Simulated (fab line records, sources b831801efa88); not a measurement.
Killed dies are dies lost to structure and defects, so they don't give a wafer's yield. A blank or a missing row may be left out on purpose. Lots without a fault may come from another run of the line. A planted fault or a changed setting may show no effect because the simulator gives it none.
fab line records | flow gf180mcu
record lots=5 wafers=23
route steps=602 shown MIM@511 M5@535 V5@544 TOP_METAL@571 PASSIVATION@593
start_h: hours from the record's first day to the start of the lot's first wafer shown | wait_h: hours since the lot's step before | " the same as in the row above | L1.1+2: a row that stands for several wafers | - no value, or no start given | * or withheld: withheld | < > ~ a bound
route shown NAME@n: a module of which the file shows steps, and the number in the route of the first | usual: mean/standard deviation of fault-free wafers | same: alike in all rows | chamber/n: place in a boat | sites: the reading at each site | _std_site: their standard deviation | _edge_site: outer sites' mean less inner sites' | radius_mm: how far each site lies from the wafer's centre | mask NAME#n: copy n | behind: the tool/chamber that last shaped the wafer | hold: why the lot was held/for how many hours/how that ended | device: the transistor (n, p or np) that didn't switch | end of line: the same wafers' tests at the end of the route | a step without rows: its recipe alone | killed: dies lost to structure and defects at the first sort, not the wafer's yield | map: a wafer's dies, x killed, . not, _ none there
set.NAME: the setting as run; set.NAME@STEP: as run at that earlier step | model.NAME: the simulator's own value behind a step, which no gauge read
lots whose settings were changed on purpose; a table a step, a row a wafer
## steps
# step GF_MIM_SPUTTER_08
# recipe material=AlCu target_thk_nm=200 power_w=10600 time_s=10.6 chamber_pressure_pa=0.4
# columns lot.wafer tool chamber start_h wait_h set.chamber_pressure_pa model.AlCu_of_MIM_SPUTTER_08.thk_nm
L074.3 pvd_sputter-03 - 553.40 0.0 0.4 200.4
L074.4 " - " " 0.4 201.5
L074.5 " - " " 0.4 200
L079.1+5 pvd_sputter-03 - 596.72 0.0 0.4553 194.1
L079.3 " - " " 0.4553 195.7
L079.4 " - " " 0.4553 196.8
L079.6 " - " " 0.4553 195.6
L080.1 pvd_sputter-01 - 610.99 0.0 0.3567 204.6
L080.2 " - " " 0.3567 205.7
L080.3 " - " " 0.3567 204.3
L080.5 " - " " 0.3567 206.2
L080.6 " - " " 0.3567 205.6
L081.1 pvd_sputter-03 - 614.38 0.0 0.4404 196.5
L081.3 " - " " 0.4404 194.6
L081.4 " - " " 0.4404 195.6
L081.5 " - " " 0.4404 196.4
L081.6 " - " " 0.4404 196.2
L082.2 pvd_sputter-04 - 621.28 0.0 0.3681 204.3
L082.3 " - " " 0.3681 205.9
L082.4 " - " " 0.3681 203.9
L082.5 " - " " 0.3681 205.7
L082.6 " - " " 0.3681 206.2
# step GF_MIM_SPUTTER_09
# recipe material=TiN target_thk_nm=35 power_w=6500 time_s=29.2 chamber_pressure_pa=0.4
# step GF_MIM_RS_MEAS_10
# recipe thk_meas_gauge=four-point-probe reads=TiN_of_MIM_SPUTTER_09+AlCu_of_MIM_SPUTTER_08+TiN_of_MIM_SPUTTER_07
# usual MIM_ALCU_RS=0.1601/0.0018
# columns lot.wafer tool chamber start_h wait_h set.chamber_pressure_pa@MIM_SPUTTER_08 MIM_ALCU_RS[ohm/sq]
L074.3 film_metro-03 - 553.50 0.1 0.4 0.1601
L074.4 " - " " 0.4 0.1593
L074.5 " - " " 0.4 0.1601
L079.1 film_metro-04 - 596.78 0.0 0.4553 0.1667
L079.3 " - " " 0.4553 0.1653
L079.4 " - " " 0.4553 0.1643
L079.5 " - " " 0.4553 0.1669
L079.6 " - " " 0.4553 0.1652
L080.1 film_metro-03 - 611.05 0.0 0.3567 0.1555
L080.2 " - " " 0.3567 0.1545
L080.3 " - " " 0.3567 0.1558
L080.5 " - " " 0.3567 0.1539
L080.6 " - " " 0.3567 0.1545
L081.1 film_metro-01 - 614.44 0.0 0.4404 0.1644
L081.3 " - " " 0.4404 0.1660
L081.4 " - " " 0.4404 0.1654
L081.5 " - " " 0.4404 0.1646
L081.6 " - " " 0.4404 0.1647
L082.2 film_metro-04 - 621.36 0.0 0.3681 0.1558
L082.3 " - " " 0.3681 0.1545
L082.4 " - " " 0.3681 0.1560
L082.5 " - " " 0.3681 0.1548
L082.6 " - " " 0.3681 0.1543
# step GF_MIM_THK_MEAS_11
# recipe thk_meas_gauge=xrf reads=AlCu_of_MIM_SPUTTER_08
# usual MIM_ALCU_THK=197.9/2.2
# columns lot.wafer tool chamber start_h wait_h set.chamber_pressure_pa@MIM_SPUTTER_08 MIM_ALCU_THK[nm]
L074.3 film_metro-03 - 553.60 0.1 0.4 197.9
L074.4 " - " " 0.4 199.2
L074.5 " - " " 0.4 197.5
L079.1 film_metro-04 - 596.90 0.1 0.4553 193.3
L079.3 " - " " 0.4553 193.6
L079.4 " - " " 0.4553 194.9
L079.5 " - " " 0.4553 192.2
L079.6 " - " " 0.4553 193.0
L080.1 film_metro-03 - 611.17 0.1 0.3567 202.1
L080.2 " - " " 0.3567 203.6
L080.3 " - " " 0.3567 202.8
L080.5 " - " " 0.3567 203.3
L080.6 " - " " 0.3567 202.9
L081.1 film_metro-01 - 614.56 0.1 0.4404 195.3
L081.3 " - " " 0.4404 192.3
L081.4 " - " " 0.4404 194.3
L081.5 " - " " 0.4404 193.8
L081.6 " - " " 0.4404 195.4
L082.2 film_metro-04 - 621.47 0.1 0.3681 200.4
L082.3 " - " " 0.3681 203.5
L082.4 " - " " 0.3681 201.8
L082.5 " - " " 0.3681 203.2
L082.6 " - " " 0.3681 203.8
# step GF_MIM_METAL_ETCH_19
# recipe chemistry=Cl2/BCl3 mask_material=NOVOLAK stop_on=Si3N4 target_depth_nm=324.5 pressure_mtorr=8 icp_w=800 bias_w=140 Cl2_flow_sccm=80 bcl3_flow_sccm=40 time_s=54.1
# columns lot.wafer tool chamber start_h wait_h set.time_s set.chamber_pressure_pa@MIM_SPUTTER_08 model.etch.depth_nm model.NOVOLAK_of_MIM_COAT_14.thk_nm model.MIM.feature_depth_nm
L074.3 rie_metal-02 1 575.07 0.1 54.1 0.4 296.1 866.1 296.1
L074.4 " 1 " " 54.1 0.4 297.6 870.4 297.6
L074.5 " 1 " " 54.1 0.4 295.9 868.1 295.9
L079.1+5 rie_metal-02 1,0 617.72 0.1 57.56 0.4553 - - -
L079.3 " 0 " " 57.56 0.4553 290.4 860.6 290.4
L079.4 " 1 " " 54.1 0.4553 - - -
L079.6 " 1 " " 54.1 0.4553 290.8 869 290.8
L080.1 rie_metal-01 1 630.97 0.1 56.45 0.3567 - 865.5 299.4
L080.2 " 0 " " 56.45 0.3567 - 863.6 300.3
L080.3 " 1 " " 56.45 0.3567 - 865 299.5
L080.5 " 1 " " 54.1 0.3567 - 873.5 301.5
L080.6 " 0 " " 54.1 0.3567 - 870 300.7
L081.1 rie_metal-04 0 634.86 0.1 54.1 0.4404 - 866.4 292.5
L081.3 " 1 " " 54.1 0.4404 - 869.3 290.6
L081.4 " 0 " " 54.1 0.4404 292.1 867 292.1
L081.5 " 0 " " 54.1 0.4404 292.1 867.2 292.1
L081.6 " 1 " " 54.1 0.4404 - 866.4 292
L082.2+3+6 rie_metal-02 0 641.82 0.1 54.1 0.3681 - - -
L082.4 " 1 " " 54.1 0.3681 - 868.7 298
L082.5 " 1 " " 54.1 0.3681 - 870.8 300
# step GF_MIM_STRIP_20
# recipe chemistry=O2/N2 power_w=1400 pressure_mtorr=1500 platen_temp_c=250 o2_flow_sccm=3000 n2_flow_sccm=300 overash_fraction=0.5
# usual strip_time_to_endpoint_s=11.23/0.036
# columns lot.wafer tool chamber start_h wait_h set.time_s@MIM_METAL_ETCH_19 strip_time_to_endpoint_s
L074.3 plasma_asher-03 0 575.20 0.1 54.1 11.18
L074.4 " 1 " " 54.1 11.24
L074.5 " 0 " " 54.1 11.19
L079.1 plasma_asher-04 1 617.79 0.0 57.56 11.07
L079.3 " 1 " " 57.56 11.11
L079.4 " 0 " " 54.1 11.20
L079.5 " 1 " " 57.56 11.08
L079.6 " 0 " " 54.1 11.21
L080.1 plasma_asher-04 1 631.04 0.0 56.45 11.17
L080.2 " 0 " " 56.45 11.14
L080.3 " 0 " " 56.45 11.17
L080.5 " 0 " " 54.1 11.26
L080.6 " 1 " " 54.1 11.22
L081.1 plasma_asher-04 1 634.93 0.0 54.1 11.17
L081.3 " 1 " " 54.1 11.21
L081.4 " 0 " " 54.1 11.19
L081.5 " 1 " " 54.1 11.18
L081.6 " 0 " " 54.1 11.18
L082.2 plasma_asher-03 0 641.89 0.0 54.1 11.25
L082.3 " 1 " " 54.1 11.23
L082.4 " 0 " " 54.1 11.21
L082.5 " 0 " " 54.1 11.23
L082.6 " 1 " " 54.1 11.24
# step GF_M5_ETCH_09
# recipe chemistry=CF4/O2 target=Si3N4 target_depth_nm=52 source_w=800 bias_w=150 pressure_mtorr=150 cf4_flow_sccm=80 O2_flow_sccm=10 time_s=11.6
# usual oes_product_au=1.002/0.0077
# columns lot.wafer tool chamber start_h wait_h set.source_w oes_product_au
L074.3 rie_diel-01 3 596.82 0.0 800 0.979
L074.4 " 2 " " 800 1.007
L074.5 " 3 " " 800 0.994
L079.1 rie_diel-01 2 637.68 0.0 800 0.986
L079.3 " 1 " " 800 0.995
L079.4 " 0 " " 842 1.020
L079.5 " 0 " " 842 1.026
L079.6 " 3 " " 800 0.997
L080.1 rie_diel-04 0 651.03 0.0 800 1.006
L080.2 " 2 " " 880.2 1.074
L080.3 " 1 " " 880.2 1.057
L080.5 " 1 " " 800 1.006
L080.6 " 0 " " 800 1.006
L081.1 rie_diel-04 0 655.37 0.0 865.2 1.041
L081.3 " 0 " " 800 1.007
L081.4 " 1 " " 800 1.010
L081.5 " 0 " " 865.2 1.056
L081.6 " 1 " " 865.2 1.044
L082.2 rie_diel-04 2 662.32 0.0 764.1 0.986
L082.3 " 2 " " 800 1.011
L082.4 " 1 " " 764.1 0.982
L082.5 " 2 " " 764.1 0.976
L082.6 " 1 " " 800 1.009
# step GF_V5_CMP_04
# recipe material=SiO2 down_force_psi=4 platen_rpm=60 pad_velocity_m_s=0.94248
# columns lot.wafer tool chamber start_h wait_h set.leave_above_ref_nm model.SiO2_of_V5_CVD_02.thk_nm
L074.4 cmp-02 0 597.79 0.0 855 854
L074.3 " 3 " " 855 854.6
L074.5 " 0 " " 855 854.7
L079.4 cmp-02 3 638.63 0.0 855 854.8
L079.1 " 0 " " 855 855.5
L079.3 " 1 " " 855 855.3
L079.6 " 3 " " 855 854.3
L079.5 " 0 " " 855 853.8
L080.3 cmp-01 3 651.98 0.0 892.8 893.9
L080.2 " 1 " " 855 855
L080.1 " 2 " " 892.8 893.3
L080.5 " 3 " " 855 856.9
L080.6 " 0 " " 892.8 893.5
L081.4 cmp-02 0 656.40 0.1 855 854.2
L081.3+1+5 " 1,2,3 " " 855 855.1
L081.6 " 0 " " 855 855.8
L082.2 cmp-02 0 663.34 0.1 911.6 911.5
L082.3 " 1 " " 911.6 913
L082.4 " 2 " " 855 856.7
L082.5 " 3 " " 855 855.3
L082.6 " 0 " " 855 854.3
# step GF_V5_DEHYDRATE_06
# recipe temp_c=200 time_s=60
# step GF_V5_ETCH_16
# recipe chemistry=N2/H2 target_depth_a=withheld overetch_a=withheld time_s=withheld target=BARC ion_energy_ev=200 source_w=500 bias_w=100 pressure_mtorr=30 n2_flow_sccm=100 h2_flow_sccm=200
# step GF_V5_ETCH_17
# recipe chemistry=C4F8/O2/Ar mask_material=KrF target=SiO2 stop_on=TiN source_w=1500 bias_w=1200 pressure_mtorr=40 c4f8_flow_sccm=withheld O2_flow_sccm=6 Ar_flow_sccm=300 time_s=withheld target_depth_a=8550
# columns lot.wafer tool chamber start_h wait_h set.leave_above_ref_nm@V5_CMP_04 model.V5.feature_depth_nm
L074.3 rie_diel-04 1 - - 855 854.6
L074.4 " 2 " " 855 854
L074.5 " 0 " " 855 854.7
L079.1 rie_diel-02 0 - - 855 855.5
L079.3 " 3 " " 855 855.3
L079.4 " 1 " " 855 854.8
L079.5 " 3 " " 855 853.8
L079.6 " 2 " " 855 854.3
L080.1 rie_diel-04 3 - - 892.8 893.3
L080.2 " 2 " " 855 855
L080.3 " 1 " " 892.8 893.9
L080.5 " 3 " " 855 856.9
L080.6 " 1 " " 892.8 893.5
L081.1+3+5 rie_diel-02 3,1,1 - - 855 855.1
L081.4 " 2 " " 855 854.2
L081.6 " 0 " " 855 855.8
L082.2 rie_diel-02 1 - - 911.6 911.5
L082.3 " 3 " " 911.6 913
L082.4 " 2 " " 855 856.7
L082.5 " 1 " " 855 855.3
L082.6 " 0 " " 855 854.3
# step GF_V5_SPUTTER_21
# recipe material=Ti target_thk_nm=15 chamber_pressure_pa=5 power_w=2500 substrate_temp_c=200 time_s=80.02
# columns lot.wafer tool chamber start_h wait_h set.power_w model.Ti_of_V5_SPUTTER_21.thk_nm
L074.3 pvd_sputter-03 - 619.75 0.0 2500 15.02
L074.4 " - " " 2500 14.9
L074.5 " - " " 2500 15.12
L079.1 pvd_sputter-02 - 659.41 0.0 2500 15.47
L079.3 " - " " 2244 13.84
L079.4 " - " " 2244 13.73
L079.5 " - " " 2500 15.36
L079.6 " - " " 2500 15.11
L080.1 pvd_sputter-02 - 672.80 0.0 2500 15.16
L080.2 " - " " 2500 15.2
L080.3 " - " " 2622 15.98
L080.5 " - " " 2500 15.26
L080.6 " - " " 2622 15.87
L081.1 pvd_sputter-02 - 676.01 0.0 2500 15.18
L081.3 " - " " 2500 15.12
L081.4 " - " " 2261 13.61
L081.5 " - " " 2500 14.96
L081.6 " - " " 2261 13.53
L082.2 pvd_sputter-02 - 683.21 0.0 2500 14.71
L082.3 " - " " 2500 14.78
L082.4 " - " " 2500 14.73
L082.5 " - " " 2256 13.31
L082.6 " - " " 2256 13.33
# step GF_TOP_METAL_SPUTTER_04
# recipe material=TiN target_thk_nm=25 power_w=6500 time_s=20.8 chamber_pressure_pa=0.4
# columns lot.wafer tool chamber start_h wait_h set.time_s model.TiN_of_TOP_METAL_SPUTTER_04.thk_nm
L074.3 pvd_sputter-04 - 620.64 0.0 20.8 25.11
L074.4 " - " " 20.8 24.85
L074.5 " - " " 20.8 24.79
L079.1 pvd_sputter-04 - 660.30 0.0 19.66 23.63
L079.3 " - " " 20.8 24.76
L079.4 " - " " 20.8 25.08
L079.5 " - " " 19.66 23.51
L079.6 " - " " 20.8 25.14
L080.1 pvd_sputter-04 - 673.69 0.0 23.33 28.56
L080.2 " - " " 20.8 25.78
L080.3 " - " " 23.33 28.75
L080.5 " - " " 23.33 28.7
L080.6 " - " " 20.8 25.58
L081.1 pvd_sputter-02 - 676.90 0.0 20.8 24.9
L081.3 " - " " 20.8 24.46
L081.4 " - " " 20.8 24.65
L081.5 " - " " 20.8 24.48
L081.6 " - " " 20.8 24.71
L082.2 pvd_sputter-02 - 684.10 0.0 20.8 24.86
L082.3 " - " " 20.8 25.16
L082.4 " - " " 22.33 26.96
L082.5 " - " " 22.33 26.6
L082.6 " - " " 20.8 24.85
# step GF_PASSIVATION_COAT_06
# recipe spin_rpm=2000 resist_thk_nm=4000
# columns lot.wafer tool chamber start_h wait_h set.spin_rpm model.coat_of_PASSIVATION_COAT_06.thk_nm
L074.3 litho_track-01 0 651.92 0.1 2000 4018
L074.4 " 0 " " 2000 4019
L074.5 " 0 " " 2000 4013
L079.1 litho_track-03 0 690.16 0.1 2000 4003
L079.3 " 0 " " 2081 3931
L079.4 " 0 " " 2000 4008
L079.5 " 0 " " 2081 3930
L079.6 " 0 " " 2000 4010
L080.1 litho_track-01 0 701.42 0.1 2044 3965
L080.2 " 0 " " 2000 4009
L080.3 " 0 " " 2000 4012
L080.5 " 0 " " 2044 3952
L080.6 " 0 " " 2044 3951
L081.1 litho_track-01 0 704.72 0.1 2000 4002
L081.3 " 0 " " 1957 4055
L081.4 " 0 " " 2000 4003
L081.5 " 0 " " 1957 4051
L081.6 " 0 " " 2000 4023
L082.2 litho_track-02 0 712.00 0.1 2000 4015
L082.3+5 " 0 " " 2000 4009
L082.4 " 0 " " 2000 4013
L082.6 " 0 " " 2000 4012
# step GF_PASSIVATION_SOFTBAKE_07
# recipe temp_c=110 time_s=withheld
# step GF_PASSIVATION_EXPOSE_08
# recipe mask_id=Pad target_cd_nm=40000 na=0.57 dose_mj=310
# step GF_PASSIVATION_PEB_09
# recipe temp_c=115 time_s=withheld
# step GF_PASSIVATION_DEVELOP_10
# recipe develop_time_s=62.52 dev_temp_c=23
# step GF_PASSIVATION_ETCH_11
# recipe chemistry=CF4/O2 target_depth_nm=1800 stop_on=TiN source_w=800 bias_w=150 pressure_mtorr=150 cf4_flow_sccm=80 O2_flow_sccm=10 time_s=400
# columns lot.wafer tool chamber start_h wait_h set.spin_rpm@PASSIVATION_COAT_06 model.coat_of_PASSIVATION_COAT_06.thk_nm
L074.3 rie_diel-02 3 661.97 - 2000 2801
L074.4 " 1 " " 2000 2816
L074.5 " 1 " " 2000 2814
L079.1 rie_diel-01 0 699.62 - 2000 2796
L079.3 " 2 " " 2081 2719
L079.4 " 1 " " 2000 2817
L079.5 " 2 " " 2081 2708
L079.6 " 0 " " 2000 2810
L080.1 rie_diel-01 2 710.41 - 2044 2743
L080.2 " 1 " " 2000 2812
L080.3 " 0 " " 2000 2807
L080.5 " 2 " " 2044 2734
L080.6 " 0 " " 2044 2753
L081.1 rie_diel-03 1 713.62 - 2000 2779
L081.3 " 3 " " 1957 2836
L081.4 " 0 " " 2000 2776
L081.5 " 0 " " 1957 2824
L081.6 " 3 " " 2000 2801
L082.2 rie_diel-01 3 721.32 - 2000 2806
L082.3 " 1 " " 2000 2828
L082.4 " 2 " " 2000 2800
L082.5 " 3 " " 2000 2797
L082.6 " 0 " " 2000 2814
# step GF_PASSIVATION_STRIP_12
# recipe chemistry=O2/N2 power_w=1400 pressure_mtorr=1500 platen_temp_c=250 o2_flow_sccm=3000 n2_flow_sccm=300 overash_fraction=0.5
# usual oes_product_au=0.719/0.0042 strip_time_to_endpoint_s=34.79/0.18
# columns lot.wafer tool chamber start_h wait_h set.power_w oes_product_au strip_time_to_endpoint_s
L074.3 plasma_asher-04 1 662.25 0.2 1400 0.716 34.81
L074.4 " 0 " " 1400 0.719 34.95
L074.5 " 0 " " 1400 0.727 34.94
L079.1 plasma_asher-02 1 699.86 0.1 1400 0.717 34.74
L079.3 " 0 " " 1557 0.765 31.04
L079.4 " 1 " " 1400 0.726 34.98
L079.5 " 0 " " 1400 0.720 33.72
L079.6 " 1 " " 1557 0.756 31.99
L080.1 plasma_asher-04 1 710.65 0.1 1400 0.712 34.15
L080.2 " 0 " " 1400 0.720 34.93
L080.3 " 1 " " 1400 0.716 34.88
L080.5 " 1 " " 1400 0.715 34.02
L080.6 " 0 " " 1400 0.718 34.24
L081.1 plasma_asher-04 1 713.86 0.1 1400 0.716 34.54
L081.3 " 1 " " 1400 0.724 35.20
L081.4 " 0 " " 1526 0.746 32.16
L081.5 " 0 " " 1526 0.759 32.69
L081.6 " 1 " " 1400 0.725 34.81
L082.2 plasma_asher-04 1 721.56 0.1 1400 0.721 34.87
L082.3 " 1 " " 1400 0.728 35.12
L082.4 " 0 " " 1515 0.748 32.61
L082.5 " 1 " " 1515 0.755 32.57
L082.6 " 0 " " 1515 0.750 32.75
## key
split step=GF_MIM_SPUTTER_08 setting=chamber_pressure_pa stated=0.4 by=lot
response step=GF_MIM_SPUTTER_08 reading=model.AlCu_of_MIM_SPUTTER_08.thk_nm change=-0.445 per=1% r=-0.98
response step=GF_MIM_RS_MEAS_10 reading=MIM_ALCU_RS change=+0.000478 per=1% r=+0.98
response step=GF_MIM_THK_MEAS_11 reading=MIM_ALCU_THK change=-0.412 per=1% r=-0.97
response step=GF_MIM_METAL_ETCH_19 reading=model.etch.depth_nm change=-0.429 per=1% r=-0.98
response step=GF_MIM_METAL_ETCH_19 reading=model.MIM.feature_depth_nm change=-0.398 per=1% r=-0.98
split step=GF_MIM_METAL_ETCH_19 setting=time_s stated=54.1 by=wafer
response step=GF_MIM_METAL_ETCH_19 reading=model.NOVOLAK_of_MIM_COAT_14.thk_nm change=-1.48 per=1% r=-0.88
response step=GF_MIM_STRIP_20 reading=strip_time_to_endpoint_s change=* per=1% r=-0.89
split step=GF_M5_ETCH_09 setting=source_w stated=800 by=wafer
response step=GF_M5_ETCH_09 reading=oes_product_au change=+0.00558 per=1% r=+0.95
split step=GF_V5_CMP_04 setting=leave_above_ref_nm stated=855 by=wafer
response step=GF_V5_CMP_04 reading=model.SiO2_of_V5_CVD_02.thk_nm change=+8.56 per=1% r=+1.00
response step=GF_V5_ETCH_17 reading=model.V5.feature_depth_nm change=+8.56 per=1% r=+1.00
split step=GF_V5_SPUTTER_21 setting=power_w stated=2500 by=wafer
response step=GF_V5_SPUTTER_21 reading=model.Ti_of_V5_SPUTTER_21.thk_nm change=+0.151 per=1% r=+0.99
split step=GF_TOP_METAL_SPUTTER_04 setting=time_s stated=20.8 by=wafer
response step=GF_TOP_METAL_SPUTTER_04 reading=model.TiN_of_TOP_METAL_SPUTTER_04.thk_nm change=+0.248 per=1% r=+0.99
split step=GF_PASSIVATION_COAT_06 setting=spin_rpm stated=2000 by=wafer
response step=GF_PASSIVATION_COAT_06 reading=model.coat_of_PASSIVATION_COAT_06.thk_nm change=-20.2 per=1% r=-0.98
response step=GF_PASSIVATION_ETCH_11 reading=model.coat_of_PASSIVATION_COAT_06.thk_nm change=-24.1 per=1% r=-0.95
split step=GF_PASSIVATION_STRIP_12 setting=power_w stated=1400 by=wafer
response step=GF_PASSIVATION_STRIP_12 reading=oes_product_au change=+0.00342 per=1% r=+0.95
response step=GF_PASSIVATION_STRIP_12 reading=strip_time_to_endpoint_s change=* per=1% r=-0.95
